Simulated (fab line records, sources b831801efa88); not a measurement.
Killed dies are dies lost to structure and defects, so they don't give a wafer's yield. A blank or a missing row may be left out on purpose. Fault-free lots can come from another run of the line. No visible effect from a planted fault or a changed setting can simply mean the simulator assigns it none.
Problem report in the 8D (eight disciplines) form, filled by code | flow sky130 | the parts of the form that need people (team, actions taken, sign-off) are left out

## 1. THE PROBLEM
At SKY_NWELL_IMPLANT_11, beam_energy_keV averages 385.43 over 6 wafers from 2 lots, while fault-free wafers read 399.97, standard deviation 0.12. That is -99 or more standard deviations from the usual mean.
First observed at day 8 14:04: wafer L309.2, on implanter-03. At this step, 18 wafers from 6 lots have a number in the record. Rule for "out", or "out of limits": more than 4 standard deviations from the usual mean. Any other wafer with a number is counted as sound.

## 2. WHAT IT IS, AND WHAT IT ISN'T
question                    | is                     | is not
which readings at this step | beam_energy_keV        | -
which lots                  | L309, L313             | L297, L302, L304, L314
which wafers of those lots  | all that have a number | -
read on which tools         | implanter-03           | implanter-01, implanter-04
when                        | from day 8 14:04       | up to then (9 sound wafers); but 3 sound wafers of L314 came after

## 3. WHAT RULES OUT EACH SUSPECT
Counting: a tool at a process step up to the reading stays a suspect if it ran every lot that is out and no sound lot after the first of them.
- implanter-03 at SKY_NWELL_IMPLANT_11: kept. It processed each lot that is out, first L309 at day 8 14:04, and no sound lot thereafter; up to then, the last sound lot it processed was L302 at day 6 23:11. Its own beam_energy_keV readings are out on those wafers.
The count leaves implanter-03 at SKY_NWELL_IMPLANT_11.

## 4. THE CAUSE (what the simulator had put in)
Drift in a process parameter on implanter-03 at SKY_NWELL_IMPLANT_11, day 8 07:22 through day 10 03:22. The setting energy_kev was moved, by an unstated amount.
Counting left only this tool.

## 5. THE CHAIN OF EFFECTS, in route order
Rows list readings where the struck wafers' mean (over those with a number) sits beyond 3 standard deviations from the usual. Scope: only readings with a usual standard deviation given in the record; hours: median across lots of the time from each lot's start at the first step in this table that gives one to its start at this step; sigmas: change in usual standard deviations.
hours | step                 | reading         | usual  | on struck wafers | change | sigmas
0     | SKY_NWELL_IMPLANT_11 | beam_energy_keV | 399.97 | 385.43           | -14.54 | -99 or more
It contains these process steps:
- SKY_NWELL_IMPLANT_11

## 6. HOW IT WOULD HAVE BEEN CAUGHT EARLIER
The fault began at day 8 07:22; the first out-of-limits reading in this record came at day 8 14:04, 7 hours later.
